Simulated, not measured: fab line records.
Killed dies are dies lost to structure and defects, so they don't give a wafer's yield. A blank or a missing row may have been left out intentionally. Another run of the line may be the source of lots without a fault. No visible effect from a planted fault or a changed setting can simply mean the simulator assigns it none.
fab line records -- flow sky130
record: lots: 5, wafers: 15, last_day: 51
route steps=708 shown LI_CONTACT@365 LOCAL_INTERCONNECT@387 CONTACT@406 PAD_OPEN@708
lots with no fault: from the same line, run without faults
start_h: hours from the record's first day to the start of the lot's first wafer shown -- wait_h: hours elapsed since this lot's preceding step -- " same as the row above -- L1.1+2: a row that stands for several wafers -- - value missing, or start not given -- * or withheld: withheld -- < > ~ a bound
route shown NAME@n: names a module that has steps shown in the file, with the first one's number in the route -- usual: mean and standard deviation over wafers with no fault -- same: alike in all rows -- chamber/n: place in a boat -- sites: the reading at each site -- _std_site: the values' standard deviation -- _edge_site: mean of outer sites minus mean of inner sites -- radius_mm: how far each site lies from the wafer's centre -- mask NAME#n: copy n -- behind: the most recent tool/chamber to have shaped the wafer -- hold: why the lot went on hold/how many hours it stayed there/how the hold came to an end -- device: transistor that didn't switch, given as n, p or np -- end of line: the tests these same wafers got at the end of their route -- for a step that has no rows: nothing shown but its recipe -- killed: the dies lost at the first sort to structure and to defects; this is not the yield of the wafer -- map: shows each die of a wafer: x if killed, . if not, _ if none is there
set.NAME: the setting the step ran with; set.NAME@STEP: the setting that earlier step ran with -- model.NAME: the simulator's own value behind a step, which no gauge read
lots seen at some steps along the route; tables by step, rows by wafer
services: from which hour (start_h, from the record's first day; less than 0 if before it) a tool's chamber was out of use, for how many hours, and why
== steps ==
step: SKY_LI_CONTACT_BOW_MEAS_03
recipe: mode: bow
usual: LI_CONTACT_BOW: 55/7.6
lot.wafer,tool,chamber,start_h,wait_h,LI_CONTACT_BOW[um]
L312.3,film_metro-04,-,665.21,0.2,53
L312.4,film_metro-04,-,665.21,0.2,62
L312.5,film_metro-04,-,665.21,0.2,53
L319.1,film_metro-01,-,722.43,0.1,56
L319.3,film_metro-01,-,722.43,0.1,63
L319.5,film_metro-01,-,722.43,0.1,54
L328.1,film_metro-04,-,809.47,0.1,58
L328.2,film_metro-04,-,809.47,0.1,63
L328.6,film_metro-04,-,809.47,0.1,54
L329.3,film_metro-04,-,823.64,0.1,48
L329.5,film_metro-04,-,823.64,0.1,57
L329.6,film_metro-04,-,823.64,0.1,55
L332.3,film_metro-01,-,864.89,0.2,42
L332.5,film_metro-01,-,864.89,0.2,55
L332.6,film_metro-01,-,864.89,0.2,51
step: SKY_LI_CONTACT_DEHYDRATE_04
recipe: temp_c: 200, time_s: 60
step: SKY_LI_CONTACT_HMDS_05
recipe: prime_time_s: 60, prime_temp_c: 120
step: SKY_LI_CONTACT_COAT_06
recipe: resist: BARC, temp_c: withheld, time_s: withheld, spin_rpm: 3000, resist_thk_nm: 60
step: SKY_LI_CONTACT_COAT_07
recipe: resist: KrF-thick, spin_rpm: 3000, resist_thk_nm: 450
step: SKY_LI_CONTACT_SOFTBAKE_08
recipe: temp_c: 100, time_s: 90, resist: KrF-thick
step: SKY_LI_CONTACT_EXPOSE_09
recipe: mask_id: LICM1, na: 0.8, source_shape: annular, sigma_inner: 0.55, sigma_outer: 0.85, target_cd_nm: 170, dose_mj: 38
step: SKY_LI_CONTACT_PEB_10
recipe: peb_temp_c: withheld, peb_time_s: withheld, resist: KrF-thick
step: SKY_LI_CONTACT_DEVELOP_11
recipe: develop_time_s: 60, resist: KrF-thick, dev_temp_c: 21
step: SKY_LI_CONTACT_CD_MEAS_12
recipe: target_cd_nm: 170
usual: cd_nm: 169.8/1.4
lot.wafer,tool,chamber,start_h,wait_h,cd_nm
L312.3,cd_sem-02,-,692.85,-,168.7
L312.4,cd_sem-02,-,692.85,-,168.8
L312.5,cd_sem-02,-,692.85,-,168.8
L319.1,cd_sem-02,-,749.62,-,168.7
L319.3,cd_sem-02,-,749.62,-,169.8
L319.5,cd_sem-02,-,749.62,-,170.9
L328.1,cd_sem-02,-,835.75,-,170.3
L328.2,cd_sem-02,-,835.75,-,171.8
L328.6,cd_sem-02,-,835.75,-,171.5
L329.3,cd_sem-02,-,850.26,-,169.3
L329.5,cd_sem-02,-,850.26,-,167.4
L329.6,cd_sem-02,-,850.26,-,168.9
L332.3,cd_sem-02,-,891.16,-,169.9
L332.5,cd_sem-02,-,891.16,-,170.8
L332.6,cd_sem-02,-,891.16,-,172.0
step: SKY_LI_CONTACT_OVL_MEAS_13
usual: LI_CONTACT_OVL: 0/5.2
lot.wafer,tool,chamber,start_h,wait_h,LI_CONTACT_OVL[nm]
L312.3,overlay-02,-,692.95,0.1,9
L312.4,overlay-02,-,692.95,0.1,5
L312.5,overlay-02,-,692.95,0.1,1
L319.1,overlay-01,-,749.74,0.1,3
L319.3,overlay-01,-,749.74,0.1,-2
L319.5,overlay-01,-,749.74,0.1,7
L328.1,overlay-01,-,835.87,0.1,0
L328.2,overlay-01,-,835.87,0.1,-3
L328.6,overlay-01,-,835.87,0.1,-3
L329.3,overlay-02,-,850.35,0.1,-9
L329.5,overlay-02,-,850.35,0.1,-1
L329.6,overlay-02,-,850.35,0.1,0
L332.3,overlay-02,-,891.25,0.1,-3
L332.5,overlay-02,-,891.25,0.1,-8
L332.6,overlay-02,-,891.25,0.1,-9
step: SKY_LI_CONTACT_ETCH_14
recipe: chemistry: N2/H2, target: BARC, ion_energy_ev: 200, source_w: 500, bias_w: 100, pressure_mtorr: 30, n2_flow_sccm: 100, h2_flow_sccm: 200, stop_on: SiO2, time_s: 45.9, target_depth_a: 600
usual: drypump_motor_current_A: 5.5/0.37, oes_product_au: 0.857/0.0051, throttle_valve_pct: 13.224/0.0091
lot.wafer,tool,chamber,start_h,wait_h,drypump_motor_current_A,oes_product_au,rf_hours_counter_h,throttle_valve_pct
L312.3,rie_diel-01,3,692.97,0.0,6.0,0.859,12,13.211
L312.4,rie_diel-01,0,692.97,0.0,5.2,0.854,9,13.227
L312.5,rie_diel-01,3,692.97,0.0,6.0,0.860,-,13.229
L319.1,rie_diel-02,2,749.77,0.0,5.8,0.853,16,13.211
L319.3,rie_diel-02,0,749.77,0.0,5.3,0.854,5,13.219
L319.5,rie_diel-02,2,749.77,0.0,5.8,0.845,-,13.218
L328.1,rie_diel-02,2,835.90,0.0,5.8,0.855,18,13.218
L328.2,rie_diel-02,3,835.90,0.0,5.9,0.866,6,13.239
L328.6,rie_diel-02,1,835.90,0.0,5.2,0.854,-,13.232
L329.3,rie_diel-02,3,850.37,0.0,6.0,0.864,7,13.230
L329.5,rie_diel-02,3,850.37,0.0,6.0,0.861,-,13.204
L329.6,rie_diel-02,0,850.37,0.0,5.3,0.871,-,13.215
L332.3,rie_diel-04,2,891.27,0.0,5.5,0.857,13,13.221
L332.5,rie_diel-04,0,891.27,0.0,5.5,0.852,-,13.216
L332.6,rie_diel-04,3,891.27,0.0,6.1,0.859,-,13.227
step: SKY_LI_CONTACT_ETCH_15
recipe: target: PSG, chemistry: C4F8/O2/Ar, stop_on: Si, taper_deg: 4.15, mask_material: KrF-thick, source_w: 1500, bias_w: 1200, pressure_mtorr: 40, c4f8_flow_sccm: withheld, O2_flow_sccm: 6, Ar_flow_sccm: 300, time_s: withheld, target_depth_a: 6000
usual: oes_product_au: 0.838/0.0044
lot.wafer,tool,chamber,start_h,wait_h,oes_product_au
L312.3,rie_diel-01,3,693.01,0.0,0.841
L312.4,rie_diel-01,0,693.01,0.0,0.837
L312.5,rie_diel-01,3,693.01,0.0,0.833
L319.1,rie_diel-02,2,749.81,0.0,0.838
L319.3,rie_diel-02,0,749.81,0.0,0.834
L319.5,rie_diel-02,2,749.81,0.0,0.844
L328.1,rie_diel-02,2,835.95,0.0,0.839
L328.2,rie_diel-02,3,835.95,0.0,0.843
L328.6,rie_diel-02,1,835.95,0.0,0.840
L329.3,rie_diel-02,3,850.41,0.0,0.836
L329.5,rie_diel-02,3,850.41,0.0,0.836
L329.6,rie_diel-02,0,850.41,0.0,0.841
L332.3,rie_diel-04,2,891.32,0.0,0.841
L332.5,rie_diel-04,0,891.32,0.0,0.839
L332.6,rie_diel-04,3,891.32,0.0,0.834
step: SKY_LI_CONTACT_STRIP_16
recipe: chemistry: O2/N2, power_w: 1400, pressure_mtorr: 1500, platen_temp_c: withheld, o2_flow_sccm: 3000, n2_flow_sccm: 300, overash_fraction: 0.5
usual: drypump_motor_current_A: 5.9/0.46, oes_product_au: 0.376/0.0051, strip_time_to_endpoint_s: 3.51/0.037
lot.wafer,tool,chamber,start_h,wait_h,drypump_motor_current_A,oes_product_au,rf_hours_counter_h,strip_time_to_endpoint_s
L312.3,plasma_asher-01,1,693.13,-,5.7,0.380,-,3.52
L312.4,plasma_asher-01,0,693.13,-,6.7,0.380,-,3.52
L312.5,plasma_asher-01,0,693.13,-,6.7,0.377,-,3.51
L319.1,plasma_asher-03,1,749.90,-,5.3,0.376,31,3.55
L319.3,plasma_asher-03,0,749.90,-,6.0,0.382,-,3.54
L319.5,plasma_asher-03,0,749.90,-,6.0,0.382,-,3.55
L328.1,plasma_asher-02,1,836.03,-,5.9,0.373,70,3.57
L328.2,plasma_asher-02,0,836.03,-,5.8,0.380,70,3.49
L328.6,plasma_asher-02,0,836.03,-,5.8,0.374,-,3.46
L329.3,plasma_asher-01,1,850.53,-,5.7,0.364,-,3.44
L329.5,plasma_asher-01,1,850.53,-,5.7,0.371,-,3.46
L329.6,plasma_asher-01,0,850.53,-,6.7,0.383,-,3.52
L332.3,plasma_asher-03,1,891.44,-,5.3,0.381,-,3.47
L332.5,plasma_asher-03,0,891.44,-,6.1,0.373,-,3.46
L332.6,plasma_asher-03,1,891.44,-,5.3,0.373,-,3.48
step: SKY_LI_CONTACT_CLEAN_17
recipe: chemistry: NMP, time_s: 600, temp_c: 60, dry: n2_spin
step: SKY_LI_CONTACT_PRE_CLEAN_18
recipe: gas: Ar, time_s: 5.6, bias_v: 358
step: SKY_LI_CONTACT_SPUTTER_19
recipe: material: Ti, target_thk_nm: 20, chamber_pressure_pa: 5, power_w: 2500, substrate_temp_c: 200, time_s: 106.37
usual: chamber_pressure_pa: 5.002/0.0096, throttle_valve_pct: 29.8/0.77
lot.wafer,tool,chamber,start_h,wait_h,chamber_pressure_pa,throttle_valve_pct
L312.3,pvd_sputter-03,-,693.39,0.0,5.004,29.1
L312.4,pvd_sputter-03,-,693.39,0.0,4.978,29.2
L312.5,pvd_sputter-03,-,693.39,0.0,4.992,29.1
L319.1,pvd_sputter-02,-,750.19,0.0,4.999,30.2
L319.3,pvd_sputter-02,-,750.19,0.0,5.000,30.5
L319.5,pvd_sputter-02,-,750.19,0.0,5.013,30.3
L328.1,pvd_sputter-02,-,836.33,0.0,4.995,28.7
L328.2,pvd_sputter-02,-,836.33,0.0,4.997,30.3
L328.6,pvd_sputter-02,-,836.33,0.0,5.000,30.3
L329.3,pvd_sputter-04,-,851.00,0.0,5.010,31.0
L329.5,pvd_sputter-04,-,851.00,0.0,5.008,29.5
L329.6,pvd_sputter-04,-,851.00,0.0,5.021,30.9
L332.3,pvd_sputter-02,-,891.71,0.0,5.022,28.9
L332.5,pvd_sputter-02,-,891.71,0.0,5.006,30.7
L332.6,pvd_sputter-02,-,891.71,0.0,4.992,30.3
step: SKY_LI_CONTACT_SPUTTER_20
recipe: material: TiN, target_thk_nm: 20, chamber_pressure_pa: 5, power_w: 4000, time_s: 80
usual: chamber_pressure_pa: 5.000/0.011, throttle_valve_pct: 29.8/0.79
lot.wafer,tool,chamber,start_h,wait_h,chamber_pressure_pa,throttle_valve_pct
L312.3,pvd_sputter-03,-,693.47,0.0,5.021,29.0
L312.4,pvd_sputter-03,-,693.47,0.0,5.011,29.2
L312.5,pvd_sputter-03,-,693.47,0.0,5.009,29.1
L319.1,pvd_sputter-02,-,750.27,0.0,4.985,30.2
L319.3,pvd_sputter-02,-,750.27,0.0,5.015,30.6
L319.5,pvd_sputter-02,-,750.27,0.0,4.984,30.4
L328.1,pvd_sputter-02,-,836.40,0.0,5.015,28.9
L328.2,pvd_sputter-02,-,836.40,0.0,4.986,30.4
L328.6,pvd_sputter-02,-,836.40,0.0,4.980,30.5
L329.3,pvd_sputter-04,-,851.08,0.0,4.992,30.8
L329.5,pvd_sputter-04,-,851.08,0.0,5.006,29.5
L329.6,pvd_sputter-04,-,851.08,0.0,4.996,30.8
L332.3,pvd_sputter-02,-,891.79,0.0,4.996,28.9
L332.5,pvd_sputter-02,-,891.79,0.0,4.979,30.9
L332.6,pvd_sputter-02,-,891.79,0.0,5.000,30.4
step: SKY_LI_CONTACT_CVD_21
recipe: material: W, target_thk_nm: 400, time_s: 120.56, temp_c: 400, pressure_torr: 40
step: SKY_LI_CONTACT_RS_MEAS_22
recipe: thk_meas_gauge: four-point-probe, reads: W_of_LI_CONTACT_CVD_21+TiN_of_LI_CONTACT_SPUTTER_20+Ti_of_LI_CONTACT_SPUTTER_19
usual: LI_CONTACT_W_RS: 0.286/0.0032
lot.wafer,tool,chamber,start_h,wait_h,LI_CONTACT_W_RS[ohm/sq]
L312.3,film_metro-03,-,693.70,0.1,0.288
L312.4,film_metro-03,-,693.70,0.1,0.288
L312.5,film_metro-03,-,693.70,0.1,0.286
L319.1,film_metro-03,-,750.46,0.1,0.287
L319.3,film_metro-03,-,750.46,0.1,0.284
L319.5,film_metro-03,-,750.46,0.1,0.288
L328.1,film_metro-01,-,836.59,0.1,0.281
L328.2,film_metro-01,-,836.59,0.1,0.285
L328.6,film_metro-01,-,836.59,0.1,0.283
L329.3,film_metro-03,-,851.30,0.1,0.284
L329.5,film_metro-03,-,851.30,0.1,0.285
L329.6,film_metro-03,-,851.30,0.1,0.281
L332.3,film_metro-03,-,892.02,0.1,0.287
L332.5,film_metro-03,-,892.02,0.1,0.286
L332.6,film_metro-03,-,892.02,0.1,0.285
step: SKY_LI_CONTACT_THK_MEAS_23
recipe: thk_meas_gauge: xrf, reads: W_of_LI_CONTACT_CVD_21
usual: LI_CONTACT_W_THK: 410/7.9
lot.wafer,tool,chamber,start_h,wait_h,LI_CONTACT_W_THK[nm]
L312.3,film_metro-03,-,693.80,0.1,405
L312.4,film_metro-03,-,693.80,0.1,403
L312.5,film_metro-03,-,693.80,0.1,407
L319.1,film_metro-03,-,750.58,0.1,400
L319.3,film_metro-03,-,750.58,0.1,405
L319.5,film_metro-03,-,750.58,0.1,403
L328.1,film_metro-01,-,836.71,0.1,411
L328.2,film_metro-01,-,836.71,0.1,406
L328.6,film_metro-01,-,836.71,0.1,407
L329.3,film_metro-03,-,851.40,0.1,401
L329.5,film_metro-03,-,851.40,0.1,406
L329.6,film_metro-03,-,851.40,0.1,406
L332.3,film_metro-03,-,892.12,0.1,406
L332.5,film_metro-03,-,892.12,0.1,407
L332.6,film_metro-03,-,892.12,0.1,407
step: SKY_LI_CONTACT_CMP_24
recipe: stop_on: PSG, t_overpolish_s: 20, down_force_psi: 3.5, platen_rpm: 60, target_thk_nm: 0, pad_velocity_m_s: 0.94248
step: SKY_LOCAL_INTERCONNECT_SPUTTER_00
recipe: material: TiN, target_thk_nm: 100, temp_c: 300, power_w: 6500, time_s: 83.3, chamber_pressure_pa: 0.4
step: SKY_LOCAL_INTERCONNECT_RS_MEAS_01
recipe: thk_meas_gauge: four-point-probe, reads: TiN_of_LOCAL_INTERCONNECT_SPUTTER_00
usual: LOCAL_INTERCONNECT_TIN_RS: 14.16/0.14
lot.wafer,tool,chamber,start_h,wait_h,LOCAL_INTERCONNECT_TIN_RS[ohm/sq]
L312.3,film_metro-04,-,694.24,0.1,14.29
L312.4,film_metro-04,-,694.24,0.1,14.25
L312.5,film_metro-04,-,694.24,0.1,14.27
L319.1,film_metro-02,-,751.00,0.0,14.25
L319.3,film_metro-02,-,751.00,0.0,14.04
L319.5,film_metro-02,-,751.00,0.0,14.01
L328.1,film_metro-04,-,837.13,0.0,13.99
L328.2,film_metro-04,-,837.13,0.0,14.19
L328.6,film_metro-04,-,837.13,0.0,14.04
L329.3,film_metro-04,-,851.85,0.1,14.12
L329.5,film_metro-04,-,851.85,0.1,14.15
L329.6,film_metro-04,-,851.85,0.1,14.31
L332.3,film_metro-01,-,892.56,0.1,14.19
L332.5,film_metro-01,-,892.56,0.1,14.16
L332.6,film_metro-01,-,892.56,0.1,14.14
step: SKY_LOCAL_INTERCONNECT_THK_MEAS_02
recipe: thk_meas_gauge: xrf, reads: TiN_of_LOCAL_INTERCONNECT_SPUTTER_00
usual: LOCAL_INTERCONNECT_TIN_THK: 98.5/1.1
lot.wafer,tool,chamber,start_h,wait_h,LOCAL_INTERCONNECT_TIN_THK[nm]
L312.3,film_metro-04,-,694.34,0.1,97.7
L312.4,film_metro-04,-,694.34,0.1,98.2
L312.5,film_metro-04,-,694.34,0.1,97.6
L319.1,film_metro-02,-,751.12,0.1,97.2
L319.3,film_metro-02,-,751.12,0.1,98.3
L319.5,film_metro-02,-,751.12,0.1,98.5
L328.1,film_metro-04,-,837.25,0.1,100.0
L328.2,film_metro-04,-,837.25,0.1,98.3
L328.6,film_metro-04,-,837.25,0.1,100.1
L329.3,film_metro-04,-,851.95,0.1,98.6
L329.5,film_metro-04,-,851.95,0.1,98.5
L329.6,film_metro-04,-,851.95,0.1,97.4
L332.3,film_metro-01,-,892.66,0.1,98.4
L332.5,film_metro-01,-,892.66,0.1,98.6
L332.6,film_metro-01,-,892.66,0.1,98.0
step: SKY_LOCAL_INTERCONNECT_DEHYDRATE_03
recipe: temp_c: 200, time_s: 60
step: SKY_LOCAL_INTERCONNECT_HMDS_04
recipe: prime_time_s: 60, prime_temp_c: 120
step: SKY_LOCAL_INTERCONNECT_COAT_05
recipe: resist: BARC, temp_c: withheld, time_s: withheld, spin_rpm: 3000, resist_thk_nm: 60
step: SKY_LOCAL_INTERCONNECT_COAT_06
recipe: resist: KrF-thick, spin_rpm: 3000, resist_thk_nm: 450
step: SKY_LOCAL_INTERCONNECT_SOFTBAKE_07
recipe: temp_c: 100, time_s: 90, resist: KrF-thick
step: SKY_LOCAL_INTERCONNECT_EXPOSE_08
recipe: mask_id: LI1M, na: 0.8, source_shape: annular, sigma_inner: 0.55, sigma_outer: 0.85, target_cd_nm: 170, dose_mj: 28
step: SKY_LOCAL_INTERCONNECT_PEB_09
recipe: peb_temp_c: withheld, peb_time_s: withheld, resist: KrF-thick
step: SKY_LOCAL_INTERCONNECT_DEVELOP_10
recipe: develop_time_s: 60, resist: KrF-thick, dev_temp_c: 21
step: SKY_LOCAL_INTERCONNECT_CD_MEAS_11
recipe: target_cd_nm: 170
usual: cd_nm: 170.1/1.7
lot.wafer,tool,chamber,start_h,wait_h,cd_nm
L312.3,cd_sem-02,-,722.68,-,169.7
L312.4,cd_sem-02,-,722.68,-,173.0
L312.5,cd_sem-02,-,722.68,-,171.6
L319.1,cd_sem-02,-,777.64,-,171.7
L319.3,cd_sem-02,-,777.64,-,171.5
L319.5,cd_sem-02,-,777.64,-,171.2
L328.1,cd_sem-02,-,862.87,-,171.0
L328.2,cd_sem-02,-,862.87,-,169.6
L328.6,cd_sem-02,-,862.87,-,170.6
L329.3,cd_sem-01,-,878.28,-,170.2
L329.5,cd_sem-01,-,878.28,-,168.6
L329.6,cd_sem-01,-,878.28,-,169.3
L332.3,cd_sem-01,-,918.31,-,167.4
L332.5,cd_sem-01,-,918.31,-,168.8
L332.6,cd_sem-01,-,918.31,-,169.2
step: SKY_LOCAL_INTERCONNECT_OVL_MEAS_12
usual: LOCAL_INTERCONNECT_OVL: -3/4.6
lot.wafer,tool,chamber,start_h,wait_h,LOCAL_INTERCONNECT_OVL[nm]
L312.3,overlay-02,-,722.77,0.1,-3
L312.4,overlay-02,-,722.77,0.1,-4
L312.5,overlay-02,-,722.77,0.1,-6
L319.1,overlay-01,-,777.76,0.1,0
L319.3,overlay-01,-,777.76,0.1,0
L319.5,overlay-01,-,777.76,0.1,0
L328.1,overlay-01,-,862.99,0.1,-2
L328.2,overlay-01,-,862.99,0.1,-4
L328.6,overlay-01,-,862.99,0.1,-6
L329.3,overlay-02,-,878.37,0.1,4
L329.5,overlay-02,-,878.37,0.1,-5
L329.6,overlay-02,-,878.37,0.1,0
L332.3,overlay-02,-,918.40,0.1,-5
L332.5,overlay-02,-,918.40,0.1,-2
L332.6,overlay-02,-,918.40,0.1,-9
step: SKY_LOCAL_INTERCONNECT_ETCH_13
recipe: chemistry: N2/H2, target: BARC, ion_energy_ev: 200, bias_w: 100, pressure_mtorr: 30, n2_flow_sccm: 100, h2_flow_sccm: 200, icp_w: 500, stop_on: SiO2, time_s: 45.9, target_depth_a: 600
step: SKY_LOCAL_INTERCONNECT_METAL_ETCH_14
recipe: target_depth_nm: 110, stop_on: PSG, chemistry: Cl2/BCl3, target: TiN, resist_sidewall_deg: 88, pressure_mtorr: 10, icp_w: 900, bias_w: 48.5, Cl2_flow_sccm: 60, bcl3_flow_sccm: 30, time_s: 31.4
step: SKY_LOCAL_INTERCONNECT_STRIP_15
recipe: chemistry: O2/N2, power_w: 1400, pressure_mtorr: 1500, platen_temp_c: withheld, o2_flow_sccm: 3000, n2_flow_sccm: 300, overash_fraction: 0.5
usual: drypump_motor_current_A: 5.8/0.46, oes_product_au: 0.427/0.0048, strip_time_to_endpoint_s: 4.718/0.021
lot.wafer,tool,chamber,start_h,wait_h,drypump_motor_current_A,oes_product_au,rf_hours_counter_h,strip_time_to_endpoint_s
L312.3,plasma_asher-01,1,722.95,0.1,5.7,0.437,-,4.748
L312.4,plasma_asher-01,0,722.95,0.1,6.7,0.419,-,4.728
L312.5,plasma_asher-01,0,722.95,0.1,6.7,0.419,-,4.712
L319.1,plasma_asher-02,0,777.91,0.0,5.8,0.425,65,4.701
L319.3,plasma_asher-02,1,777.91,0.0,6.0,0.423,-,4.716
L319.5,plasma_asher-02,1,777.91,0.0,5.9,0.422,-,4.732
L328.1,plasma_asher-04,1,863.14,0.0,5.3,0.420,105,4.713
L328.2,plasma_asher-04,0,863.14,0.0,5.3,0.435,105,4.726
L328.6,plasma_asher-04,0,863.14,0.0,5.3,0.429,-,4.708
L329.3,plasma_asher-04,1,878.55,0.1,5.3,0.427,-,4.686
L329.5,plasma_asher-04,1,878.55,0.1,5.3,0.426,-,4.698
L329.6,plasma_asher-04,0,878.55,0.1,5.4,0.422,-,4.728
L332.3,plasma_asher-02,0,918.68,0.1,5.8,0.428,-,4.724
L332.5,plasma_asher-02,0,918.68,0.1,5.8,0.429,-,4.743
L332.6,plasma_asher-02,1,918.68,0.1,6.0,0.428,-,4.736
step: SKY_LOCAL_INTERCONNECT_STRIP_16
recipe: chemistry: post_etch_residue_remover, time_s: 1200, temp_c: 72.5
step: SKY_LOCAL_INTERCONNECT_CLEAN_17
recipe: chemistry: IPA, time_s: 180, temp_c: 25
step: SKY_LOCAL_INTERCONNECT_CLEAN_18
recipe: chemistry: O3/DIW, dry: n2_spin
step: SKY_CONTACT_CVD_00
recipe: material: Si3N4, target_thk_nm: 75, temp_c: 400, time_s: withheld, rf_w: 450
step: SKY_PAD_OPEN_PROBE_99
usual: killed_at_M0_to_M3: 44/7.2, killed_at_M4_up: 3.1/1.7, killed_at_contacts: 24/5.2, killed_at_front_end: 15/4.1, killed_at_other: 0.3/0.61, killed_dies: 87/10, killed_on_rim: 17/3.8, killed_open: 48/7.5, killed_short: 39/6.6
same: gross_dies: 492, killed_at_back_side: 0
lot.wafer,tool,chamber,start_h,wait_h,killed_at_M0_to_M3,killed_at_M4_up,killed_at_contacts,killed_at_front_end,killed_at_other,killed_dies,killed_on_rim,killed_open,killed_short
L319.1,prober-01,-,1129.23,0.1,44,3,57,14,0,118,27,47,33
L319.3,prober-01,-,1129.33,0.2,33,1,19,15,0,68,8,37,31
L319.5,prober-01,-,1129.43,0.2,38,1,66,13,0,118,28,54,26
L329.3,prober-02,-,1196.84,0.2,38,6,34,8,0,86,18,45,41
L329.5,prober-02,-,1196.94,0.2,40,4,24,14,0,82,20,52,30
L329.6,prober-02,-,1196.99,0.2,46,1,26,15,0,88,22,47,41
killed by level:class
L319.1 LI_CONTACT:unspecified=38 VIA1:geometric_particle:open=10 VIA2:geometric_particle:open=7 LI_CONTACT:geometric_particle:open=6 CONTACT:geometric_particle:open=6 POLY_GATE:geometric_particle:open=5 METAL1:geometric_particle:short=5 VIA1:geometric_particle:short=5
L319.3 VIA1:geometric_particle:open=8 METAL1:geometric_particle:short=8 LI_CONTACT:geometric_particle:open=7 FIELD_ISO:geometric_particle:short=4 VIA3:geometric_particle:open=4 FIELD_ISO:geometric_particle:open=3 LOCAL_INTERCONNECT:geometric_particle:short=3 LI_CONTACT:geometric_particle:short=3
L319.5 LI_CONTACT:unspecified=38 LI_CONTACT:geometric_particle:open=10 CONTACT:geometric_particle:open=10 VIA3:geometric_particle:open=9 VIA1:geometric_particle:open=7 METAL1:geometric_particle:short=6 POLY_GATE:geometric_particle:open=5 LI_CONTACT:geometric_particle:short=5
L329.3 CONTACT:geometric_particle:open=14 CONTACT:geometric_particle:short=8 VIA3:geometric_particle:open=7 LI_CONTACT:geometric_particle:open=6 METAL1:geometric_particle:short=6 VIA2:geometric_particle:open=6 LOCAL_INTERCONNECT:geometric_particle:short=5 METAL2:geometric_particle:short=5
L329.5 VIA3:geometric_particle:open=11 CONTACT:geometric_particle:open=8 LI_CONTACT:geometric_particle:open=7 VIA2:geometric_particle:open=6 VIA1:geometric_particle:open=5 FIELD_ISO:geometric_particle:open=4 LOCAL_INTERCONNECT:geometric_particle:short=4 METAL1:geometric_particle:short=4
L329.6 CONTACT:geometric_particle:open=10 METAL2:geometric_particle:short=10 VIA2:geometric_particle:open=10 VIA1:geometric_particle:open=8 FIELD_ISO:geometric_particle:open=6 LOCAL_INTERCONNECT:geometric_particle:short=5 CONTACT:geometric_particle:short=5 VIA3:geometric_particle:open=5
map L319.1 (x killed, . not)
__________x..x..x..._________
________.xx...x.xx...._______
______......x.....x....._____
_____.....x..............____
____.xx..................x___
___.....x...x.x....x...x...__
__.x.xx...xxx.x..x.....x...._
_xxx...x.x...........x.x....x
_x.......x.xx......x.....xx..
_...x..........x....xx.......
_..x.......x.....x......xx...
_....x......x....x...........
_..................xx......x.
_.........x.......xx.........
_..x.x..x....xxxx.....xx.....
__xxxxx.xx........x.......x._
___xxxxxxx....x.......x....__
____xxxxxxxx..............___
_____xxxxxxx.............____
______xxxxxx....xx......_____
________x..xx.xx......_______
__________...xx....._________
map L328.1 (x killed, . not)
__________..x......._________
________x.......xx...._______
______.x...x..xx....xxx._____
_____..x......xx...x.xx..____
____x..x....x......x..x...___
___..x....xx.....x.x.......__
__.....x.xx.....x..........x_
_........x...x...x.x.........
_....x...x...x.x.............
_...x...x.x.x.......x......x.
_....x.x........x..x.........
_xx.x...x....xx..x...xx......
_....x.x.x...xx.x.....x..x...
_.........x...x.x..x...x.xx..
_.x...x....x..............x..
__x.x.x....x...x..x..x.x...._
___..................xx..x.__
____......x...............___
_____..x.....x..........x____
______..........x..xxx.x_____
________.x......x....._______
__________.x........_________
== services ==
tool,chamber,start_h,hours,kind
rie_diel-04,-,671.92,0.5,repair
pvd_sputter-03,-,676.23,6.9,repair
rie_diel-01,1,683.75,8.1,repair
pvd_sputter-02,-,686.23,5.5,repair
rie_diel-04,-,687.23,0.8,repair
rie_diel-02,3,696.50,7.9,repair
pvd_sputter-02,-,715.78,7.2,repair
rie_diel-02,-,730.78,0.5,repair
plasma_asher-04,-,731.44,1.1,repair
plasma_asher-01,-,733.75,9.0,pm
plasma_asher-02,-,734.81,6.5,pm
rie_diel-02,-,757.52,1.9,repair
rie_diel-01,2,757.74,1.7,repair
plasma_asher-04,-,779.03,14.6,pm
plasma_asher-02,-,784.65,7.7,repair
plasma_asher-02,-,798.64,3.3,repair
rie_diel-01,1,800.78,4.7,repair
pvd_sputter-04,-,810.02,5.7,repair
pvd_sputter-03,-,814.19,1.0,repair
rie_diel-02,0,872.48,1.3,repair
rie_diel-02,1,881.13,3.4,repair
pvd_sputter-03,-,892.44,0.6,repair
rie_diel-02,2,902.98,2.7,repair
rie_diel-02,2,908.44,32.3,repair
== key ==
first_sign: step: SKY_PAD_OPEN_PROBE_99, reading: killed_at_contacts, direction: up, sigmas: 7.3, usual: 24, struck: 62
effect: step: SKY_PAD_OPEN_PROBE_99, reading: killed_dies, direction: up, sigmas: 3, usual: 87, struck: 118
met_at SKY_LI_CONTACT_ETCH_15
struck_wafers L319.1,L319.5
tester_left_out L319
fault: kind: chamber_particle_source, tool: rie_diel-02, chamber: 2, onset_h: 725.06, steps: SKY_LI_CONTACT_ETCH_15, rate_per_visit_cm2: 0.7434, end_h: 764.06
tester_left_out: of these lots the tester's yield and bins aren't shown, on N5 and GAA mostly nor the transistor test; their killed dies are dies lost to structure and defects alone, not to doping, threshold or leakage, so they don't give the yield
